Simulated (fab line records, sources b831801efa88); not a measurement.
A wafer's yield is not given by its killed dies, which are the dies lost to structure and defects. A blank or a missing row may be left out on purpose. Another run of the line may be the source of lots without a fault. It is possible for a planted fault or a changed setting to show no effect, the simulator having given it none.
Which tool is to blame? -- flow gf180mcu -- 12 lots, 36 wafers sampled, at 2 steps of a route of 602

WHAT THE GAUGES SHOWED, per wafer
GF_V2_OVL_MEAS_15.
lot,measured,on,V2_OVL (nm)
L075,day 20 15:38,overlay-02,-4 -3 -7
L077,day 21 06:49,overlay-01,-2 0 7
L079,day 22 07:23,overlay-01,-1 -3 1
L081,day 22 18:50,overlay-01,-13 -2 -5
L083,day 23 15:20,overlay-02,6 -1 -2
L085,day 24 10:03,overlay-02,-7 -8 -6
L087,day 25 06:19,overlay-02,-2 -10 -6
L089,day 25 19:20,overlay-01,4 2 4
L091,day 26 09:09,overlay-01,0 -2 4
L093,day 27 00:52,overlay-01,5 0 -2
L095,day 27 12:54,overlay-02,6 0 0
L097,day 27 22:19,overlay-01,-16 -16 -17

WHICH TOOL RAN EACH LOT (tool, then ch and the chambers of the sampled wafers, then the start)
lot,GF_V1_SPUTTER_22
L075,"pvdSputter-01, day 18 12:46"
L077,"pvdSputter-02, day 19 03:58"
L079,"pvdSputter-03, day 20 05:25"
L081,"pvdSputter-02, day 20 16:55"
L083,"pvdSputter-02, day 21 14:27"
L085,"pvdSputter-02, day 22 10:31"
L087,"pvdSputter-03, day 23 06:50"
L089,"pvdSputter-01, day 23 20:58"
L091,"pvdSputter-01, day 24 12:08"
L093,"pvdSputter-02, day 25 04:43"
L095,"pvdSputter-03, day 25 18:25"
L097,"pvdSputter-02, day 26 04:39"
- GF_V1_SPUTTER_22: material TiN, target thk 10 nm, time 40 s.

THE ANSWER, worked out from the rows above alone
Rule: what is usual is taken from the lots themselves. Put in order of their means at a reading, lots are off if they are a third of the lots or fewer, leave a main group of 4 or more, and stand apart from it by a gap of 3 or more times the standard deviation of the main group's means; of several such gaps the widest counts. Not used: any main group whose means are identical at the precision the tables above print for the reading. A lot without any number at a reading at which 4 lots or more have one is off too. Where the step has rows for the other lots, those lots are counted as sound.
Across all readings shown, no lot is off: no conclusion can be drawn from this.

WHAT THE SIMULATOR PUT IN
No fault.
